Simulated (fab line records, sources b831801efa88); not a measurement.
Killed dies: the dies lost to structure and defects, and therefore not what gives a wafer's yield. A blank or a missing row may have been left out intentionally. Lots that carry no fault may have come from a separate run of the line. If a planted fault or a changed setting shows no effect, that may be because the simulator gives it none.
2 desks looking at one fault || flow sky130 || every desk sees just its own numbers, and what lay behind them comes last

== FOR THE TOOL OWNER'S DESK: rie_metal-03 ==
The tool's own readings at SKY_METAL1_METAL_ETCH_19 (etches the open film in Cl2/BCl3, stops on SiO2, target depth 360 nm, time 78 s): means of the sampled wafers that have a number, for each lot that ran on this tool. Marked OUT: a lot whose mean sits more than 4 standard deviations from the usual mean, which makes it out of limits; the brackets give that distance.
Columns: A = bias_w at SKY_METAL1_METAL_ETCH_19, usual 48.50 W; B = drypump_motor_current_A at SKY_METAL1_METAL_ETCH_19, usual 5.8 A; C = mfc_cl2_sccm at SKY_METAL1_METAL_ETCH_19, usual 60.02 sccm; D = oes_product_au at SKY_METAL1_METAL_ETCH_19, usual 0.855 a.u.; E = throttle_valve_pct at SKY_METAL1_METAL_ETCH_19, usual 22.266 %
{"lot": "L249", "first seen here": "day 32 18:49", "A": 48.54, "B": 6.0, "C": 60.09, "D": 0.853, "E": 22.273}
{"lot": "L253", "first seen here": "day 34 10:35", "A": 48.63, "B": 6.0, "C": 59.91, "D": 0.859, "E": 22.266}
{"lot": "L254", "first seen here": "day 37 01:20", "A": 48.47, "B": 6.0, "C": 60.10, "D": 0.851, "E": 22.266}
{"lot": "L265", "first seen here": "day 37 22:13", "A": 48.46, "B": 6.0, "C": 59.90, "D": 0.851, "E": 22.277}
{"lot": "L267", "first seen here": "day 38 15:37", "A": "46.82 (-11) OUT", "B": 6.0, "C": 60.08, "D": 0.853, "E": 22.262}
{"lot": "L268", "first seen here": "day 38 16:34", "A": "46.95 (-10) OUT", "B": 6.0, "C": 60.25, "D": 0.856, "E": 22.267}
This desk finds L267, L268 out of limits, L267 being first, at day 38 15:37 (bias_w at SKY_METAL1_METAL_ETCH_19). L249, L253, L254, L265: within limits.

== FROM THE METROLOGY DESK ==
Means of the sampled wafers that have a number, per lot and without regard to the tool the lot ran on: this is what the gauges read. Marked OUT: a lot whose mean sits more than 4 standard deviations from the usual mean, which makes it out of limits; the brackets give that distance.
Columns: A = cd_nm at SKY_CONTACT_CD_MEAS_14, usual 169.9 nm; B = cd_nm at SKY_METAL2_CD_MEAS_15, usual 139.9 nm
{"lot": "L248", "first seen here": "day 31 13:26", "A": 170.1, "B": 138.1}
{"lot": "L249", "first seen here": "day 31 14:58", "A": 172.4, "B": 140.6}
{"lot": "L253", "first seen here": "day 33 06:03", "A": 172.6, "B": 140.4}
{"lot": "L252", "first seen here": "day 33 07:28", "A": 167.3, "B": 139.3}
{"lot": "L254", "first seen here": "day 35 21:12", "A": 170.4, "B": 139.9}
{"lot": "L255", "first seen here": "day 36 00:09", "A": 169.7, "B": 141.4}
{"lot": "L265", "first seen here": "day 36 18:34", "A": 169.4, "B": 141.5}
{"lot": "L267", "first seen here": "day 37 12:07", "A": 170.6, "B": 140.8}
{"lot": "L268", "first seen here": "day 37 12:47", "A": 170.9, "B": 140.2}
{"lot": "L269", "first seen here": "day 37 19:01", "A": 170.6, "B": 143.3}
{"lot": "L270", "first seen here": "day 39 09:12", "A": 171.1, "B": 139.3}
This desk found nothing out of limits on any of the 11 lots.

== ALL TOGETHER ==
On L267, L268, at day 38 15:37, an alarm was possible from the tool owner's desk.
At the metrology desk, nothing out of limits was observed.
The metrology desk has L267, L268 on record, within its limits.
All the named lots went through SKY_METAL1_METAL_ETCH_19 on rie_metal-03.

== WHAT THE SIMULATOR HAD PUT IN ==
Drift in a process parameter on rie_metal-03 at SKY_METAL1_METAL_ETCH_19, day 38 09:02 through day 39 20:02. A move of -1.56 in setting bias_w, from 48.5. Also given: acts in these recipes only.
Shown lots that were struck: L267, L268.
Hours from the fault's start to each desk's first reading out of limits: the tool owner's desk, 7.
